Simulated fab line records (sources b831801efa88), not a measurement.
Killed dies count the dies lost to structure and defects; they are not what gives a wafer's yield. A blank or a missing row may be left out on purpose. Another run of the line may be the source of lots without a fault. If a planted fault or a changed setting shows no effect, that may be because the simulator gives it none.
Which of the tools did it? || flow gf180mcu || 42 wafers from 14 lots sampled at 5 of the route's 602 steps

## WHAT EACH GAUGE READ, for each wafer
GF_POLY_GATE_THK_MEAS_01.
{"lot": "L335", "measured": "day 8 12:33", "on": "film_metro-01", "POLY_GATE_CVD_00_THK (nm)": "200.8 201.9 200.8"}
{"lot": "L336", "measured": "day 8 14:34", "on": "film_metro-03", "POLY_GATE_CVD_00_THK (nm)": "200.8 201.9 201.2"}
{"lot": "L337", "measured": "day 9 04:12", "on": "film_metro-03", "POLY_GATE_CVD_00_THK (nm)": "196.7 196.5 196.1"}
{"lot": "L339", "measured": "day 9 21:46", "on": "film_metro-04", "POLY_GATE_CVD_00_THK (nm)": "199.7 202.0 200.3"}
{"lot": "L341", "measured": "day 10 09:38", "on": "film_metro-04", "POLY_GATE_CVD_00_THK (nm)": "204.3 204.1 203.1"}
{"lot": "L343", "measured": "day 10 23:26", "on": "film_metro-04", "POLY_GATE_CVD_00_THK (nm)": "199.7 200.8 200.8"}
{"lot": "L342", "measured": "day 11 00:59", "on": "film_metro-03", "POLY_GATE_CVD_00_THK (nm)": "198.0 197.1 197.9"}
{"lot": "L346", "measured": "day 11 16:49", "on": "film_metro-03", "POLY_GATE_CVD_00_THK (nm)": "200.1 199.9 198.1"}
{"lot": "L347", "measured": "day 11 22:14", "on": "film_metro-04", "POLY_GATE_CVD_00_THK (nm)": "200.9 201.5 201.0"}
{"lot": "L349", "measured": "day 12 17:24", "on": "film_metro-03", "POLY_GATE_CVD_00_THK (nm)": "219.4 218.9 220.6"}
{"lot": "L350", "measured": "day 13 02:38", "on": "film_metro-04", "POLY_GATE_CVD_00_THK (nm)": "217.4 217.2 216.9"}
{"lot": "L352", "measured": "day 13 12:25", "on": "film_metro-03", "POLY_GATE_CVD_00_THK (nm)": "223.3 222.2 223.9"}
{"lot": "L354", "measured": "day 14 01:17", "on": "film_metro-03", "POLY_GATE_CVD_00_THK (nm)": "201.5 199.3 201.4"}
{"lot": "L357", "measured": "day 14 20:55", "on": "film_metro-01", "POLY_GATE_CVD_00_THK (nm)": "202.7 202.3 202.7"}

GF_V3_THK_MEAS_25: measures by xrf.
{"lot": "L335", "measured": "day 22 07:28", "on": "film_metro-01", "V3_W_THK (nm)": "357 356 360"}
{"lot": "L336", "measured": "day 22 10:55", "on": "film_metro-04", "V3_W_THK (nm)": "363 357 366"}
{"lot": "L337", "measured": "day 23 05:43", "on": "film_metro-04", "V3_W_THK (nm)": "361 365 368"}
{"lot": "L339", "measured": "day 24 01:23", "on": "film_metro-01", "V3_W_THK (nm)": "359 360 355"}
{"lot": "L341", "measured": "day 24 19:05", "on": "film_metro-01", "V3_W_THK (nm)": "353 351 357"}
{"lot": "L343", "measured": "day 25 09:40", "on": "film_metro-04", "V3_W_THK (nm)": "368 370 368"}
{"lot": "L342", "measured": "day 25 15:53", "on": "film_metro-01", "V3_W_THK (nm)": "349 358 364"}
{"lot": "L346", "measured": "day 26 07:42", "on": "film_metro-01", "V3_W_THK (nm)": "358 350 355"}
{"lot": "L347", "measured": "day 26 16:13", "on": "film_metro-04", "V3_W_THK (nm)": "358 360 360"}
{"lot": "L349", "measured": "day 27 13:37", "on": "film_metro-01", "V3_W_THK (nm)": "362 360 355"}
{"lot": "L350", "measured": "day 27 17:31", "on": "film_metro-02", "V3_W_THK (nm)": "372 365 362"}
{"lot": "L352", "measured": "day 28 10:26", "on": "film_metro-02", "V3_W_THK (nm)": "382 374 383"}
{"lot": "L354", "measured": "day 28 17:41", "on": "film_metro-04", "V3_W_THK (nm)": "362 361 373"}
{"lot": "L357", "measured": "day 29 13:17", "on": "film_metro-02", "V3_W_THK (nm)": "374 368 367"}

GF_M4_OVL_MEAS_15.
{"lot": "L335", "measured": "day 23 06:36", "on": "overlay-02", "M4_OVL (nm)": "-1 3 3"}
{"lot": "L336", "measured": "day 23 10:58", "on": "overlay-02", "M4_OVL (nm)": "9 -5 2"}
{"lot": "L337", "measured": "day 24 04:08", "on": "overlay-01", "M4_OVL (nm)": "4 3 0"}
{"lot": "L339", "measured": "day 25 00:08", "on": "overlay-02", "M4_OVL (nm)": "10 15 5"}
{"lot": "L341", "measured": "day 25 17:29", "on": "overlay-02", "M4_OVL (nm)": "5 2 4"}
{"lot": "L343", "measured": "day 26 07:52", "on": "overlay-01", "M4_OVL (nm)": "6 5 3"}
{"lot": "L342", "measured": "day 26 13:34", "on": "overlay-01", "M4_OVL (nm)": "-2 -3 5"}
{"lot": "L346", "measured": "day 27 03:56", "on": "overlay-01", "M4_OVL (nm)": "-7 -5 -1"}
{"lot": "L347", "measured": "day 27 12:37", "on": "overlay-02", "M4_OVL (nm)": "-3 -4 -1"}
{"lot": "L349", "measured": "day 28 10:14", "on": "overlay-01", "M4_OVL (nm)": "3 0 10"}
{"lot": "L350", "measured": "day 28 13:59", "on": "overlay-01", "M4_OVL (nm)": "-1 3 5"}
{"lot": "L352", "measured": "day 29 06:55", "on": "overlay-02", "M4_OVL (nm)": "-4 -4 -3"}
{"lot": "L354", "measured": "day 29 12:59", "on": "overlay-02", "M4_OVL (nm)": "12 10 3"}
{"lot": "L357", "measured": "day 30 08:47", "on": "overlay-01", "M4_OVL (nm)": "2 5 -2"}

GF_V5_RS_MEAS_24: measurement is done with a four-point probe.
{"lot": "L335", "measured": "day 27 02:36", "on": "film_metro-01", "V5_W_RS (ohm/sq)": "0.329 0.339 0.335"}
{"lot": "L336", "measured": "day 27 08:41", "on": "film_metro-01", "V5_W_RS (ohm/sq)": "0.324 0.324 0.330"}
{"lot": "L337", "measured": "day 27 21:31", "on": "film_metro-01", "V5_W_RS (ohm/sq)": "0.322 0.325 0.330"}
{"lot": "L339", "measured": "day 28 16:25", "on": "film_metro-01", "V5_W_RS (ohm/sq)": "0.327 0.327 0.333"}
{"lot": "L341", "measured": "day 29 07:35", "on": "film_metro-01", "V5_W_RS (ohm/sq)": "0.321 0.321 0.329"}
{"lot": "L343", "measured": "day 29 21:20", "on": "film_metro-02", "V5_W_RS (ohm/sq)": "0.325 0.331 0.327"}
{"lot": "L342", "measured": "day 30 00:27", "on": "film_metro-01", "V5_W_RS (ohm/sq)": "0.329 0.323 0.327"}
{"lot": "L346", "measured": "day 30 13:44", "on": "film_metro-01", "V5_W_RS (ohm/sq)": "0.329 0.323 0.324"}
{"lot": "L347", "measured": "day 30 23:10", "on": "film_metro-04", "V5_W_RS (ohm/sq)": "0.327 0.328 0.327"}
{"lot": "L349", "measured": "day 31 18:11", "on": "film_metro-04", "V5_W_RS (ohm/sq)": "0.328 0.325 0.327"}
{"lot": "L350", "measured": "day 31 21:36", "on": "film_metro-02", "V5_W_RS (ohm/sq)": "0.330 0.326 0.331"}
{"lot": "L352", "measured": "day 32 12:31", "on": "film_metro-02", "V5_W_RS (ohm/sq)": "0.323 0.321 0.324"}
{"lot": "L354", "measured": "day 32 18:58", "on": "film_metro-02", "V5_W_RS (ohm/sq)": "0.325 0.330 0.326"}
{"lot": "L357", "measured": "day 33 11:07", "on": "film_metro-01", "V5_W_RS (ohm/sq)": "0.319 0.320 0.317"}

## TOOL THAT RAN EACH LOT (tool first, then ch and the chambers of the sampled wafers, then the start)
{"lot": "L335", "GF_POLY_GATE_CVD_00": "lpcvd-02 ch 1, day 8 11:12"}
{"lot": "L336", "GF_POLY_GATE_CVD_00": "lpcvd-02 ch 0, day 8 13:14"}
{"lot": "L337", "GF_POLY_GATE_CVD_00": "lpcvd-02 ch 0, day 9 02:52"}
{"lot": "L339", "GF_POLY_GATE_CVD_00": "lpcvd-02 ch 0, day 9 20:26"}
{"lot": "L341", "GF_POLY_GATE_CVD_00": "lpcvd-01 ch 1, day 10 08:17"}
{"lot": "L343", "GF_POLY_GATE_CVD_00": "lpcvd-01 ch 0, day 10 22:05"}
{"lot": "L342", "GF_POLY_GATE_CVD_00": "lpcvd-02 ch 1, day 10 23:38"}
{"lot": "L346", "GF_POLY_GATE_CVD_00": "lpcvd-02 ch 0, day 11 15:29"}
{"lot": "L347", "GF_POLY_GATE_CVD_00": "lpcvd-01 ch 0, day 11 20:53"}
{"lot": "L349", "GF_POLY_GATE_CVD_00": "lpcvd-02 ch 1, day 12 16:04"}
{"lot": "L350", "GF_POLY_GATE_CVD_00": "lpcvd-02 ch 1, day 13 00:38"}
{"lot": "L352", "GF_POLY_GATE_CVD_00": "lpcvd-02 ch 1, day 13 10:25"}
{"lot": "L354", "GF_POLY_GATE_CVD_00": "lpcvd-01 ch 1, day 13 23:57"}
{"lot": "L357", "GF_POLY_GATE_CVD_00": "lpcvd-01 ch 1, day 14 19:35"}
- GF_POLY_GATE_CVD_00: deposits poly-Si, target thk 200 nm, time 1200 s.

## AS READ BY THE TOOLS THEMSELVES (means over the sampled wafers that have a number; for cases with no such wafer, the mark the record gives instead)
GF_POLY_GATE_CVD_00.
{"lot": "L335", "tool": "lpcvd-02", "pressure_mtorr (mTorr)": 199.7, "spike_tc_lower_C (C)": 620.6}
{"lot": "L336", "tool": "lpcvd-02", "pressure_mtorr (mTorr)": 199.8, "spike_tc_lower_C (C)": 622.2}
{"lot": "L337", "tool": "lpcvd-02", "pressure_mtorr (mTorr)": 200.2, "spike_tc_lower_C (C)": 621.3}
{"lot": "L339", "tool": "lpcvd-02", "pressure_mtorr (mTorr)": 199.8, "spike_tc_lower_C (C)": 622.7}
{"lot": "L341", "tool": "lpcvd-01", "pressure_mtorr (mTorr)": 199.8, "spike_tc_lower_C (C)": 621.6}
{"lot": "L343", "tool": "lpcvd-01", "pressure_mtorr (mTorr)": 199.7, "spike_tc_lower_C (C)": 618.9}
{"lot": "L342", "tool": "lpcvd-02", "pressure_mtorr (mTorr)": 199.4, "spike_tc_lower_C (C)": 620.4}
{"lot": "L346", "tool": "lpcvd-02", "pressure_mtorr (mTorr)": 199.6, "spike_tc_lower_C (C)": 621.4}
{"lot": "L347", "tool": "lpcvd-01", "pressure_mtorr (mTorr)": 200.1, "spike_tc_lower_C (C)": 619.7}
{"lot": "L349", "tool": "lpcvd-02", "pressure_mtorr (mTorr)": 240.4, "spike_tc_lower_C (C)": 620.3}
{"lot": "L350", "tool": "lpcvd-02", "pressure_mtorr (mTorr)": 240.0, "spike_tc_lower_C (C)": 619.7}
{"lot": "L352", "tool": "lpcvd-02", "pressure_mtorr (mTorr)": 239.9, "spike_tc_lower_C (C)": 619.8}
{"lot": "L354", "tool": "lpcvd-01", "pressure_mtorr (mTorr)": 200.0, "spike_tc_lower_C (C)": 622.2}
{"lot": "L357", "tool": "lpcvd-01", "pressure_mtorr (mTorr)": 200.4, "spike_tc_lower_C (C)": 623.4}

## THE ANSWER, worked out from the rows above alone
Rule: the usual values come from the lots themselves. Put in order of their means at a reading, lots are off if they are a third of the lots or fewer, leave a main group of 4 or more, and stand apart from it by a gap of 3 or more times the standard deviation of the main group's means; of several such gaps the widest counts. If all means in a main group match to the digits the tables above print for the reading, that group is not used. Also off: a lot with no number at a reading for which 4 or more lots have one. All remaining lots with rows at the step are treated as sound. The gauges are gone through in route order, then the tools' own readings, and for those a lot's mean is taken as printed above. At the first step where some lot is off, the reading lying furthest off is the one used; lots without a number count as furthest.
Off: L349, L350, L352, seen at GF_POLY_GATE_THK_MEAS_01 (POLY_GATE_CVD_00_THK). Main group: mean 200.5 nm, sd 2.
A tool fits if, at a process step before that reading, it ran every lot that is off, and no sound lot after the first of them. Not tried: the gauges at GF_POLY_GATE_THK_MEAS_01; whatever is off there is also off at GF_POLY_GATE_CVD_00, on other tools, and gauge error can't account for it. One fits: lpcvd-02 at GF_POLY_GATE_CVD_00. Its last sound lot is L346 (day 11 15:29), its first lot that is off L349 (day 12 16:04): a fault that began between those two fits.
On the lots that are off, the tool's own readings at GF_POLY_GATE_CVD_00 differ by more than 5 times the standard deviation of the sound lots' means, which bears it out; pressure_mtorr reads 240.1 mTorr there versus 199.9 mTorr on the sound lots.

## WHAT THE SIMULATOR PUT IN
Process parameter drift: lpcvd-02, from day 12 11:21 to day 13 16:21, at GF_POLY_GATE_CVD_00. Setting pressure_mtorr shifted by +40 from 200. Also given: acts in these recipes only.
Shown lots that were struck: L349, L350, L352. The rule above found the same.
